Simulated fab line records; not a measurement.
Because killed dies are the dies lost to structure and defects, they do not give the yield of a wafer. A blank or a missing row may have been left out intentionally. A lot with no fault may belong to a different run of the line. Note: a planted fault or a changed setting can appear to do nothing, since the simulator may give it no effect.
The tool behind it: which one? + flow gf180mcu + 14 lots, 41 wafers sampled, at 3 steps of a route of 602

## WHAT EACH GAUGE READ, for each wafer
GF_SAB_CD_MEAS_09 targets a cd of 420 nm. Usual: cd nm reads 420.3 nm (standard deviation 2.3).
| lot  | measured     | on        | cd nm (nm)        | flag |
|------|--------------|-----------|-------------------|------|
| L467 | day 15 00:53 | cd sem-01 | 419.0 418.3 417.4 |      |
| L468 | day 15 11:33 | cd sem-02 | 420.9 420.7 421.6 |      |
| L469 | day 15 20:32 | cd sem-02 | 419.3 419.9 421.3 |      |
| L470 | day 16 01:29 | cd sem-02 | 418.6 417.9 418.6 |      |
| L471 | day 16 22:24 | cd sem-02 | 417.9 419.3 419.3 |      |
| L472 | day 16 23:56 | cd sem-02 | 418.2 419.4 419.9 |      |
| L473 | day 17 13:33 | cd sem-01 | 424.1 422.1 425.1 |      |
| L475 | day 18 13:20 | cd sem-01 | 418.6 419.3 397.8 | OFF  |
| L479 | day 20 12:43 | cd sem-02 | 419.0 398.4       | OFF  |
| L483 | day 21 09:58 | cd sem-01 | 420.0 421.1 420.2 |      |
| L487 | day 22 09:50 | cd sem-01 | 425.2 420.0 425.6 |      |
| L488 | day 22 17:45 | cd sem-02 | 421.1 422.2 423.4 |      |
| L489 | day 23 05:34 | cd sem-01 | 423.2 421.4 422.3 |      |
| L490 | day 23 09:08 | cd sem-01 | 423.5 422.2 422.8 |      |

GF_CONTACT_CD_MEAS_14 targets a cd of 220 nm. Usual: cd nm reads 220.3 nm (standard deviation 1.3).
| lot  | measured     | on        | cd nm (nm)        | flag |
|------|--------------|-----------|-------------------|------|
| L467 | day 16 00:38 | cd sem-02 | 218.7 218.2 218.8 |      |
| L468 | day 16 11:03 | cd sem-02 | 218.1 219.8 220.3 |      |
| L469 | day 16 21:05 | cd sem-01 | 220.8 219.6 221.8 |      |
| L470 | day 17 01:30 | cd sem-01 | 221.1 220.2 221.3 |      |
| L471 | day 17 23:07 | cd sem-02 | 219.8 220.5 219.7 |      |
| L472 | day 18 01:39 | cd sem-02 | 223.1 222.4 222.3 |      |
| L473 | day 18 14:40 | cd sem-02 | 220.7 220.5 220.2 |      |
| L475 | day 19 15:38 | cd sem-02 | 219.8 221.2 221.0 |      |
| L479 | day 21 14:49 | cd sem-02 | 221.4 221.8       |      |
| L483 | day 22 10:20 | cd sem-02 | 221.8 221.5 221.4 |      |
| L487 | day 23 10:38 | cd sem-02 | 219.5 218.4 219.2 |      |
| L488 | day 23 18:22 | cd sem-02 | 219.9 221.1 219.7 |      |
| L489 | day 24 05:41 | cd sem-02 | 220.3 219.3 220.4 |      |
| L490 | day 24 08:23 | cd sem-02 | 222.1 222.3 221.8 |      |

## EACH LOT AND THE TOOL THAT RAN IT (in order: tool; ch and the chambers of the sampled wafers; start)
| lot  | GF_SAB_EXPOSE_06                    |
|------|-------------------------------------|
| L467 | iline stepper-02 ch 0, day 14 14:20 |
| L468 | iline stepper-01 ch 0, day 15 01:26 |
| L469 | iline stepper-01 ch 0, day 15 09:44 |
| L470 | iline stepper-02 ch 0, day 15 14:37 |
| L471 | iline stepper-02 ch 0, day 16 11:38 |
| L472 | iline stepper-02 ch 0, day 16 12:41 |
| L473 | iline stepper-02 ch 0, day 17 02:39 |
| L475 | iline stepper-02 ch 0, day 18 01:53 |
| L479 | iline stepper-02 ch 0, day 20 00:34 |
| L483 | iline stepper-01 ch 0, day 20 22:09 |
| L487 | iline stepper-01 ch 0, day 21 22:12 |
| L488 | iline stepper-01 ch 0, day 22 06:13 |
| L489 | iline stepper-02 ch 0, day 22 18:33 |
| L490 | iline stepper-01 ch 0, day 22 21:43 |
- GF_SAB_EXPOSE_06: exposes mask SAB, target cd 420 nm.

## WHAT THE TOOLS THEMSELVES READ (means of the sampled wafers that have a number; where no wafer has one, the mark that the record gives instead)
The record holds no such reading with a usual standard deviation.

## THE ANSWER, worked out from the rows above alone
Rule: a lot is off if the mean of its wafers that have a number lies more than 3 standard deviations from the usual mean. A lot without any number at a reading at which 4 lots or more have one is off too. All remaining lots with rows at the step are treated as sound. First the gauges in route order, then the tools' own readings, where a lot's mean is used as printed above. At the first step where some lot is off, the reading lying furthest off is the one used; lots without a number count as furthest.
Off, at GF_SAB_CD_MEAS_09 on cd nm: L475, L479.
A tool fits if, at a process step before that reading, it ran every lot that is off, and no sound lot after the first of them. Those tools and the gauges at GF_SAB_CD_MEAS_09 are tried in the same way. Not one of the candidates tried fits.

## WHAT THE SIMULATOR HAD INSERTED
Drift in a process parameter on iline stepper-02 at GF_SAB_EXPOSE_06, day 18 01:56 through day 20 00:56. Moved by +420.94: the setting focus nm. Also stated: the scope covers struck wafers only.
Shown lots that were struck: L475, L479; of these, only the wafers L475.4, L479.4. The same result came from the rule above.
